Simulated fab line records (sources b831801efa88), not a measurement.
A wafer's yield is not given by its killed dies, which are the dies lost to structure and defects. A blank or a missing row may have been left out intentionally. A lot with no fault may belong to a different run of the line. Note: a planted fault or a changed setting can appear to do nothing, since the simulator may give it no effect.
fab line records | flow sky130
record lots=12 wafers=36 last-day=50
route steps=708 shown SONOS_ONO@168 RES_PROTECT@214
lots with no fault: from the same line, run without faults
start-h: the number of hours between the record's first day and the start of the first shown wafer of the lot | wait-h: hours since the lot's step before | " identical to the entry in the row above | L1.1+2: several wafers, shown together as one row | - no value present, or no start provided | * or withheld: withheld | < > ~ a bound
route shown NAME@n: a module of which the file shows steps, and the number in the route of the first | usual: mean/standard deviation of fault-free wafers | same: alike in all rows | chamber/n: place in a boat | sites: each site's reading | _std_site: how widely they spread, as a standard deviation | _edge_site: inner sites' mean taken away from outer sites' mean | radius-mm: how far each site lies from the wafer's centre | mask NAME#n: copy n | behind: the last tool/chamber to shape the wafer | hold: what put the lot on hold/how long, in hours/how the hold closed | device: the n, p or np transistor that did not switch | end of line: tests run on the same wafers once the route is complete | for a step that has no rows: nothing shown but its recipe | killed: at the first sort, the dies lost to defects and structure; wafer yield is something else | map: the dies of a wafer, with x for killed, . for not killed, _ for no die there
set.NAME: the setting as run; set.NAME@STEP: as run at that earlier step | model.NAME: the simulator's own value behind a step, which no gauge read
one table for each step of the route and one row for each wafer, over a sample of lots
services: when a tool's chamber went out of use (start-h, in hours from the record's first day, below 0 if earlier), for how many hours, and the reason
## steps
# step SKY_SONOS_ONO_OXIDATION_00
# recipe temp-c=800 ambient=O2 idle-temp-c=700 ramp-up-c-per-min=10 ramp-down-c-per-min=3 stabilise-s=600 purge-s=300 target-thk-a=26 ox-time-s=1249
# usual spike-tc-bottom-C=820/3.2
# columns lot.wafer tool chamber start-h wait-h spike-tc-bottom-C
L597.2 furnace-01 0 269.60 2.3 816
L597.3 " 0 " " 815
L597.5 " 0 " " 816
L598.2 furnace-02 0 278.42 0.0 824
L598.3 " 0 " " 823
L598.4 " 0 " " 821
L600.1 furnace-02 0 290.12 0.6 822
L600.3 " 0 " " 821
L600.6 " 0 " " 821
L604.1 furnace-02 0 321.63 1.5 823
L604.3 " 0 " " 823
L604.6 " 0 " " 821
L605.4 furnace-02 0 327.50 0.0 822
L605.5 " 0 " " 822
L605.6 " 0 " " 822
L606.1 furnace-01 0 339.20 0.0 816
L606.3 " 0 " " 817
L606.4 " 0 " " 817
L611.1 furnace-01 0 383.90 0.7 815
L611.4 " 0 " " 816
L611.6 " 0 " " 815
L612.2 furnace-01 0 386.76 1.5 817
L612.3 " 0 " " 815
L612.5 " 0 " " 816
L615.1 furnace-02 0 413.01 0.0 822
L615.5 " 0 " " 820
L615.6 " 0 " " 821
L616.1 furnace-02 0 422.29 0.0 822
L616.4 " 0 " " 823
L616.5 " 0 " " 823
L617.1 furnace-02 0 428.71 0.6 822
L617.2 " 0 " " 822
L617.5 " 0 " " 823
L618.3 furnace-02 0 435.96 1.6 823
L618.5 " 0 " " 823
L618.6 " 0 " " 824
# step SKY_SONOS_ONO_THK_MEAS_01
# recipe reads=SiO2_of_SONOS_ONO_OXIDATION_00
# usual SONOS_ONO_OXIDATION_THK=2.61/0.053
# columns lot.wafer tool chamber start-h wait-h SONOS_ONO_OXIDATION_THK[nm]
L597.2 film-metro-01 - 270.96 0.0 2.60
L597.3 " - " " 2.64
L597.5 " - " " 2.61
L598.2 film-metro-01 - 279.78 0.0 2.52
L598.3 " - " " 2.59
L598.4 " - " " 2.58
L600.1 film-metro-04 - 291.46 0.0 2.58
L600.3 " - " " 2.62
L600.6 " - " " 2.62
L604.1 film-metro-03 - 322.98 0.0 2.17
L604.3 " - " " 2.22
L604.6 " - " " 2.19
L605.4 film-metro-01 - 328.88 0.0 2.09
L605.5 " - " " 2.14
L605.6 " - " " 2.12
L606.1 film-metro-04 - 340.55 0.0 2.56
L606.3 " - " " 2.62
L606.4 " - " " 2.67
L611.1 film-metro-04 - 385.25 0.0 2.67
L611.4 " - " " 2.66
L611.6 " - " " 2.66
L612.2 film-metro-04 - 388.12 0.0 2.68
L612.3 " - " " 2.68
L612.5 " - " " 2.63
L615.1 film-metro-04 - 414.35 0.0 2.57
L615.5 " - " " 2.59
L615.6 " - " " 2.64
L616.1 film-metro-01 - 423.64 0.0 2.57
L616.4 " - " " 2.52
L616.5 " - " " 2.52
L617.1 film-metro-04 - 430.06 0.0 2.56
L617.2 " - " " 2.60
L617.5 " - " " 2.57
L618.3 film-metro-01 - 437.33 0.0 2.61
L618.5 " - " " 2.64
L618.6 " - " " 2.58
# step SKY_SONOS_ONO_ETCH_15
# recipe target-depth-nm=19.52 chemistry=CHF3/O2 source-w=600 bias-w=200 pressure-mtorr=40 chf3-flow-sccm=50 O2_flow_sccm=5 time-s=7.8
# usual drypump-motor-current-A=5.8/0.55 oes-product-au=0.999/0.0098 throttle-valve-pct=8.825/0.0094
# columns lot.wafer tool chamber start-h wait-h drypump-motor-current-A oes-product-au rf-hours-counter-h throttle-valve-pct
L597.2 rie-diel-04 3 299.46 0.0 6.6 0.996 2 8.832
L597.3 " 0 " " 5.6 0.979 0 8.821
L597.5 " 2 " " 5.3 0.988 - 8.804
L598.2 rie-diel-04 1 307.76 0.0 6.1 0.984 4 8.815
L598.3 " 3 " " 6.6 1.007 2 8.801
L598.4 " 2 " " 5.3 0.986 40 8.810
L600.1 rie-diel-04 1 321.66 0.0 6.1 0.989 4 8.808
L600.3 " 2 " " 5.3 0.992 40 8.821
L600.6 " 0 " " 5.6 0.999 - 8.826
L604.1 rie-diel-04 0 354.66 0.0 5.6 1.004 1 8.821
L604.3 " 2 " " 5.3 0.978 41 8.812
L604.6 " 0 " " 5.6 0.998 - 8.830
L605.4 rie-diel-03 0 359.46 0.0 6.6 1.006 36 8.806
L605.5 " 0 " " 6.5 1.005 - 8.835
L605.6 " 1 " " 5.8 1.001 - 8.842
L606.1 rie-diel-04 1 370.51 0.0 6.1 0.992 5 8.822
L606.3 " 0 " " 5.6 1.004 2 8.834
L606.4 " 2 " " 5.3 1.000 41 8.819
L611.1 rie-diel-04 1 422.46 0.0 6.1 0.984 6 8.836
L611.4 " 0 " " 5.6 0.999 3 8.832
L611.6 " 1 " " 6.1 0.982 - 8.814
L612.2 rie-diel-02 2 423.36 0.0 5.8 1.000 88 8.833
L612.3 " 1 " " 5.8 1.017 27 8.828
L612.5 " 0 " " 6.0 1.005 - 8.831
L615.1 rie-diel-03 0 447.46 0.0 6.5 0.989 38 8.834
L615.5 " 0 " " 6.5 0.996 - 8.823
L615.6 " 3 " " 4.6 1.005 - 8.827
L616.1 rie-diel-04 0 457.73 0.0 5.6 0.987 3 8.835
L616.4 " 2 " " 5.3 0.990 43 8.813
L616.5 " 2 " " 5.2 0.980 - 8.812
L617.1 rie-diel-04 0 463.38 0.0 5.6 0.987 3 8.822
L617.2 " 3 " " 6.6 1.008 5 8.825
L617.5 " 3 " " 6.6 1.008 - 8.829
L618.3 rie-diel-03 1 471.26 0.0 5.8 0.992 3 8.821
L618.5 " 3 " " 4.6 0.999 - 8.810
L618.6 " 2 " " 5.1 0.989 - 8.810
# step SKY_RES_PROTECT_STRIP_07
# recipe chemistry=O2/N2 power-w=1400 pressure-mtorr=1500 platen-temp-c=withheld o2-flow-sccm=3000 n2-flow-sccm=300 overash-fraction=0.5
# usual drypump-motor-current-A=6.1/0.64 oes-product-au=0.517/0.0043 strip-time-to-endpoint-s=23.32/0.038
# columns lot.wafer tool chamber start-h wait-h drypump-motor-current-A oes-product-au rf-hours-counter-h strip-time-to-endpoint-s
L597.2 plasma-asher-02 0 359.16 0.1 6.5 0.514 22 23.35
L597.3 " 0 " " 6.6 0.515 - 23.36
L597.5 " 0 " " 6.5 0.516 - 23.35
L598.2 plasma-asher-04 0 367.14 0.1 6.4 0.511 65 23.32
L598.3 " 0 " " 6.4 0.524 - 23.34
L598.4 " 1 " " 6.4 0.516 - 23.33
L600.1 plasma-asher-03 0 384.21 0.1 6.1 0.518 58 23.42
L600.3 " 0 " " 6.1 0.517 - 23.39
L600.6 " 0 " " 6.1 0.517 - 23.34
L604.1 plasma-asher-02 0 418.36 0.1 6.6 0.519 28 23.35
L604.3 " 0 " " 6.6 0.525 - 23.33
L604.6 " 0 " " 6.6 0.515 - 23.32
L605.4 plasma-asher-03 1 425.19 0.1 6.3 0.512 - 23.32
L605.5 " 0 " " 6.1 0.520 - 23.29
L605.6 " 1 " " 6.3 0.518 - 23.28
L606.1 plasma-asher-03 1 435.69 0.1 6.3 0.519 63 23.30
L606.3 " 1 " " 6.3 0.528 - 23.33
L606.4 " 0 " " 6.0 0.516 - 23.34
L611.1 plasma-asher-04 0 488.90 0.1 6.5 0.517 6 23.29
L611.4 " 0 " " 6.5 0.525 - 23.31
L611.6 " 1 " " 6.5 0.517 - 23.29
L612.2 plasma-asher-03 0 491.16 0.1 6.1 0.518 69 23.33
L612.3 " 1 " " 6.3 0.521 - 23.33
L612.5 " 0 " " 6.0 0.523 - 23.30
L615.1 plasma-asher-04 1 513.74 0.1 6.5 0.516 9 23.32
L615.5 " 0 " " 6.5 0.521 - 23.30
L615.6 " 1 " " 6.4 0.509 - 23.33
L616.1 plasma-asher-02 0 524.65 0.1 6.5 0.514 40 23.35
L616.4 " 0 " " 6.6 0.514 - 23.28
L616.5 " 0 " " 6.6 0.516 - 23.28
L617.1 plasma-asher-02 0 528.04 0.1 6.5 0.511 40 23.31
L617.2 " 1 " " 4.9 0.516 40 23.29
L617.5 " 0 " " 6.5 0.514 - 23.30
L618.3 plasma-asher-02 1 537.24 0.1 4.9 0.516 - 23.38
L618.5 " 0 " " 6.5 0.515 - 23.37
L618.6 " 1 " " 4.9 0.521 - 23.33
# step SKY_RES_PROTECT_TW_MEAS_08
# usual POLY_GATE_TW=4073/27
# columns lot.wafer tool chamber start-h wait-h POLY_GATE_TW
L597.2 film-metro-01 - 359.27 0.1 4065
L597.3 " - " " 4059
L597.5 " - " " 4057
L598.2 film-metro-03 - 367.25 0.1 4041
L598.3 " - " " 4046
L598.4 " - " " 4043
L600.1 film-metro-03 - 384.31 0.1 4091
L600.3 " - " " 4047
L600.6 " - " " 4055
L604.1 film-metro-02 - 418.46 0.1 4063
L604.3 " - " " 4083
L604.6 " - " " 4067
L605.4 film-metro-02 - 425.28 0.1 4100
L605.5 " - " " 4094
L605.6 " - " " 4101
L606.1 film-metro-02 - 435.79 0.1 4096
L606.3 " - " " 4084
L606.4 " - " " 4112
L611.1 film-metro-02 - 489.00 0.1 4098
L611.4 " - " " 4082
L611.6 " - " " 4085
L612.2 film-metro-01 - 491.27 0.1 4089
L612.3 " - " " 4092
L612.5 " - " " 4108
L615.1 film-metro-03 - 513.84 0.1 4057
L615.5 " - " " 4082
L615.6 " - " " 4047
L616.1 film-metro-03 - 524.75 0.1 4064
L616.4 " - " " 4046
L616.5 " - " " 4063
L617.1 film-metro-02 - 528.14 0.1 4097
L617.2 " - " " 4100
L617.5 " - " " 4114
L618.3 film-metro-03 - 537.32 0.1 4044
L618.5 " - " " 4057
L618.6 " - " " 4068
## services
# columns tool chamber start-h hours kind
furnace-02 - 255.32 3.1 pm
furnace-01 - 256.72 8.2 repair
plasma-asher-02 - 256.78 2.8 pm
furnace-01 - 264.96 4.6 pm
rie-diel-04 0 274.18 - clean
rie-diel-03 1 279.59 5.6 repair
plasma-asher-02 - 286.43 2.3 repair
rie-diel-04 3 290.82 2.8 repair
furnace-02 - 294.02 2.5 pm
furnace-01 - 299.42 4.0 pm
plasma-asher-02 - 315.89 3.8 repair
rie-diel-04 3 316.39 5.5 repair
rie-diel-02 - 327.08 0.8 repair
rie-diel-02 3 351.90 2.9 repair
plasma-asher-04 - 385.59 1.0 repair
rie-diel-03 2 389.40 8.9 repair
plasma-asher-04 - 413.98 1.1 repair
plasma-asher-02 - 417.11 0.5 repair
plasma-asher-04 - 421.25 9.0 pm
rie-diel-04 1 460.00 9.6 repair
furnace-01 - 466.78 3.5 pm
rie-diel-04 - 490.04 0.6 repair
furnace-01 - 500.90 3.2 repair
rie-diel-03 - 515.24 2.8 pm
## key
first-sign step=SKY_SONOS_ONO_THK_MEAS_01 reading=SONOS_ONO_OXIDATION_THK direction=down sigmas=8.6 usual=2.61 struck=2.16
effect none on later readings
met-at SKY_SONOS_ONO_OXIDATION_00
struck-lots L604,L605
tester-left-out L604,L605
not-acting-at SKY_SONOS_ONO_ETCH_15,SKY_RES_PROTECT_STRIP_07,SKY_RES_PROTECT_TW_MEAS_08
onset-between 290.12 321.63
fault kind=process-parameter-drift tool=furnace-02 chamber=- onset-h=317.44 steps=SKY_SONOS_ONO_OXIDATION_00 channel=ox-time-s offset=* shape=step end-h=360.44 acts-in=* stated=*
# tester-left-out: of these lots the tester's yield and bins aren't shown, on N5 and GAA mostly nor the transistor test; their killed dies are dies lost to structure and defects alone, not to doping, threshold or leakage, so they don't give the yield
